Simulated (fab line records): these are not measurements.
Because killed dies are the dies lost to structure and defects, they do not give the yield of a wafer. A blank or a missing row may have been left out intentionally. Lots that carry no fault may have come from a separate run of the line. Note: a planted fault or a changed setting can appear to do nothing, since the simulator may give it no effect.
Struck lot and sound lot, side by side || flow sky130 || 15 out of 708 route steps
Sound: wafers L633.1, L633.2, L633.3. Wafers struck: L650.2, L650.3, L650.4. Last of all comes the cause.
Per side, at each step with rows, come the tool, then ch with its chambers, and then its first start. Under that, the readings that differ: sound wafers || struck wafers || difference of the means || sigmas: that difference in standard deviations of wafers without a fault.
alike: same words and numbers on both sides, and readings whose means sit less than 2 such deviations apart. not compared: any withheld reading, any reading some wafer has no value for, any bound like >300 that may hide the same value, and any number with overlapping values for which the record gives no deviation.
The two part at a step that has a row with sigmas, a row that says differs or no value, or rows on one side only. Non-overlapping numbers with no deviation appear without sigmas and do not part them. A reading that every wafer of one side lacks parts them only if that side has two wafers or more.

first, 5 steps without rows for these wafers: SKY_LDD_HVN_COAT_02 (resist thk 300 nm); SKY_LDD_HVN_SOFTBAKE_03 (time 60 s); SKY_LDD_HVN_EXPOSE_04 (exposes mask HVNTM, target cd 700 nm); SKY_LDD_HVN_PEB_05; SKY_LDD_HVN_DEVELOP_06 (develop time 60 s).
SKY_LDD_HVN_OVL_MEAS_07:
  sound on overlay-01 at day 20 22:27; struck on overlay-02 at day 26 14:55
  alike: LDD_HVN_OVL
then, 1 step without rows for these wafers: SKY_LDD_HVN_IMPLANT_08.
SKY_LDD_HVN_STRIP_09: strips in O2/N2.
  sound on plasma asher-01 ch 0,1, day 20 22:38; struck on plasma asher-02 ch 0,1, day 26 15:05
  alike: drypump motor current A, oes product au, strip time to endpoint s
  not compared: rf hours counter h
SKY_LDD_HVN_TW_MEAS_10:
  sound on film metro-03 at day 20 22:44; struck on film metro-02 at day 26 15:12
  alike: LDD_HVN_TW
then, 3 steps without rows for these wafers: SKY_LDD_HVP_DEHYDRATE_00 (time 60 s); SKY_LDD_HVP_HMDS_01 (prime time 60 s); SKY_LDD_HVP_COAT_02 (resist thk 300 nm).
SKY_LDD_HVP_SOFTBAKE_03: time 60 s.
  sound on litho track-01 ch 0, day 21 13:57; struck on litho track-01 ch 0, day 27 04:20
{"reading": "heater power total W (W)", "sound": "56.58 56.57 56.57", "struck": "55.66 55.50 55.71", "difference": -0.95, "sigmas": -24}
{"reading": "plate temp C (C)", "sound": "89.94 89.70 89.94", "struck": "88.91 88.88 88.77", "difference": -1.01, "sigmas": -8}
then, 2 steps without rows for these wafers: SKY_LDD_HVP_EXPOSE_04 (exposes mask HVPTM, target cd 700 nm); SKY_PAD_OPEN_PROBE_99.

== WHERE THEY PART ==
At SKY_LDD_HVP_SOFTBAKE_03 and nowhere else, as far as this record goes.

WHY: whatever the simulator had introduced
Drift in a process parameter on litho track-01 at SKY_LDD_HVP_SOFTBAKE_03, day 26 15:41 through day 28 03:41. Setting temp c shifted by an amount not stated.
